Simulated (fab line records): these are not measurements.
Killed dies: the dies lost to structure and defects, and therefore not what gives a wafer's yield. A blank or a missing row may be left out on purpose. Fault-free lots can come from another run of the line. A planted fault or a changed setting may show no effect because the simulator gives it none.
The tool behind it: which one?	flow sky130	15 lots with 45 wafers sampled at 2 steps, on a route of 708 steps

== WHAT THE GAUGES READ, wafer by wafer ==
SKY_VIA2_THK_MEAS_01. Usual: VIA2_HDPCVD_THK gives 1181 nm (standard deviation 12).
lot	measured	on	VIA2_HDPCVD_THK (nm)	flag
L128	day 35 18:18	film-metro-03	1187 1163 1191	
L130	day 35 21:11	film-metro-02	1180 1165 1175	
L132	day 36 11:01	film-metro-02	1176 1157 1164	
L133	day 36 18:36	film-metro-04	1172 1170 1155	
L134	day 37 01:08	film-metro-03	1190 1179 1171	
L135	day 37 10:26	film-metro-03	1178 1189 1173	
L136	day 37 19:24	film-metro-03	1203 1191 1190	
L137	day 38 01:32	film-metro-02	1170 1173 1177	
L138	day 38 09:24	film-metro-04	1176 1189 1179	
L139	day 38 14:07	film-metro-03	1189 1203 1184	
L140	day 38 20:46	film-metro-03	1185 1173 1183	
L148	day 41 12:43	film-metro-02	1191 1193 1184	
L149	day 42 03:59	film-metro-04	1172 1176 1171	
L150	day 42 04:06	film-metro-02	1200 1202 1207	
L151	day 42 19:31	film-metro-02	1165 1175 1185	

== EACH LOT AND THE TOOL THAT RAN IT (in order: tool; ch and the chambers of the sampled wafers; start) ==
lot	SKY_METAL2_METAL_ETCH_19
L128	rie-metal-01 ch 0, day 35 17:29
L130	rie-metal-01 ch 0,1, day 35 20:20
L132	rie-metal-04 ch 0,1, day 36 10:13
L133	rie-metal-03 ch 0,1, day 36 17:46
L134	rie-metal-01 ch 0,1, day 37 00:20
L135	rie-metal-04 ch 0,1, day 37 09:38
L136	rie-metal-03 ch 0,1, day 37 18:35
L137	rie-metal-01 ch 0,1, day 38 00:44
L138	rie-metal-04 ch 0,1, day 38 08:35
L139	rie-metal-03 ch 0,1, day 38 13:19
L140	rie-metal-01 ch 0,1, day 38 19:58
L148	rie-metal-03 ch 0,1, day 41 11:55
L149	rie-metal-03 ch 0,1, day 42 03:08
L150	rie-metal-04 ch 0, day 42 03:17
L151	rie-metal-01 ch 0,1, day 42 18:43
- SKY_METAL2_METAL_ETCH_19: etches the open film in Cl2/BCl3, stops on SiO2, target depth 360 nm, time 78 s.

== WHAT THE TOOLS THEMSELVES READ (means of the sampled wafers that have a number; where no wafer has one, the mark that the record gives instead) ==
SKY_METAL2_METAL_ETCH_19. Usual: drypump-motor-current-A 5.8 A, standard deviation 0.44; oes-product-au 0.856 a.u., standard deviation 0.0063; throttle-valve-pct 22.264 %, standard deviation 0.0098.
lot	tool	drypump-motor-current-A (A)	oes-product-au (a.u.)	throttle-valve-pct (%)	flag
L128	rie-metal-01	5.5	0.861	22.268	
L130	rie-metal-01	5.6	0.847	22.257	
L132	rie-metal-04	6.3	0.863	22.267	
L133	rie-metal-03	5.4	0.855	22.261	
L134	rie-metal-01	5.7	0.853	22.268	
L135	rie-metal-04	6.3	0.852	22.262	
L136	rie-metal-03	5.4	0.854	22.257	
L137	rie-metal-01	5.6	0.859	22.260	
L138	rie-metal-04	6.5	0.856	22.264	
L139	rie-metal-03	5.4	0.859	22.270	
L140	rie-metal-01	5.6	0.861	22.265	
L148	rie-metal-03	5.4	0.854	22.258	
L149	rie-metal-03	5.4	0.855	22.267	
L150	rie-metal-04	6.6	0.855	22.267	
L151	rie-metal-01	5.7	0.862	22.261	

== THE ANSWER, worked out from the rows above alone ==
Rule: a lot is off if the mean of its wafers that have a number lies more than 3 standard deviations from the usual mean. Also off: a lot with no number at a reading for which 4 or more lots have one. The other lots that the step has rows for count as sound. The gauges are gone through in route order, then the tools' own readings, and for those a lot's mean is taken as printed above. The first step at which some lot is off is used, and at that step the reading that is off furthest; a lot without a number counts as furthest.
None of the lots is off at any reading shown; this tells nothing.

== WHAT THE SIMULATOR HAD PUT IN ==
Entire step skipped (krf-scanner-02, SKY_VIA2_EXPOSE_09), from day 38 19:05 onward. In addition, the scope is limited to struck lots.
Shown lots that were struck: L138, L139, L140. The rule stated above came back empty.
